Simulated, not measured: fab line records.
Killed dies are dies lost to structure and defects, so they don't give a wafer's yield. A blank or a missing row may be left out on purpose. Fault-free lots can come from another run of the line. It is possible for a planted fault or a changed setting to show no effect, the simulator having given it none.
A single fault, viewed from 2 desks | flow gf180mcu | what lay behind the numbers comes last; until then each desk has only its own

METROLOGY DESK
Lot by lot, what the gauges showed, no matter which tool ran the lot: averages of those sampled wafers that carry a number. If a lot's mean is further than 4 standard deviations from the usual mean, the lot is out of limits and carries the mark OUT (the distance appears in the brackets).
Columns: A = M2_ALCU_THK at GF_M2_THK_MEAS_06, usual 455 nm; B = V2_OVL at GF_V2_OVL_MEAS_15, usual 1 nm
lot  | first seen here | A   | B
L197 | day 18 05:54    | 459 | 2
L198 | day 18 19:51    | 451 | 3
L200 | day 19 12:17    | 449 | 6
L202 | day 20 03:22    | 453 | -2
L203 | day 20 15:37    | 453 | 1
L205 | day 21 07:08    | 450 | 4
L207 | day 22 06:25    | 455 | -3
L209 | day 22 23:28    | 455 | -1
L210 | day 23 02:27    | 456 | 4
L215 | day 24 15:44    | 456 | -3
L217 | day 25 10:10    | 457 | 0
L218 | day 25 18:13    | 460 | -2
L219 | day 26 01:32    | 458 | -3
L220 | day 26 01:38    | 445 | 7
This desk's verdict: no lot among the 14 shows anything out of limits.

FOR THE TOOL OWNER'S DESK: rie_diel-01
The tool's own readings at GF_V2_ETCH_17 (etches SiO2 in C4F8/O2/Ar, stops on TiN, target depth 630 nm): means of the sampled wafers that have a number, for each lot that ran on this tool. If a lot's mean is further than 4 standard deviations from the usual mean, the lot is out of limits and carries the mark OUT (the distance appears in the brackets).
Columns: A = bias_w at GF_V2_ETCH_17, usual 1200 W; B = chamber_pressure_mTorr at GF_V2_ETCH_17, usual 40.00 mTorr; C = oes_product_au at GF_V2_ETCH_17, usual 0.856 a.u.
lot  | first seen here | A    | B     | C
L197 | day 20 09:00    | 1200 | 39.98 | 0.857
L203 | day 22 15:00    | 1202 | 40.01 | 0.850
L205 | day 23 07:00    | 1202 | 40.00 | 0.858
L207 | day 24 05:00    | 1202 | 40.00 | 0.862
L217 | day 27 05:00    | 1202 | 40.01 | 0.856
L219 | day 27 20:00    | 1200 | 40.01 | 0.857
This desk's verdict: no lot among the 6 shows anything out of limits.

BROUGHT TOGETHER
At the metrology desk, nothing out of limits was observed.
The tool owner's desk saw nothing out of limits.

WHAT THE SIMULATOR PUT IN
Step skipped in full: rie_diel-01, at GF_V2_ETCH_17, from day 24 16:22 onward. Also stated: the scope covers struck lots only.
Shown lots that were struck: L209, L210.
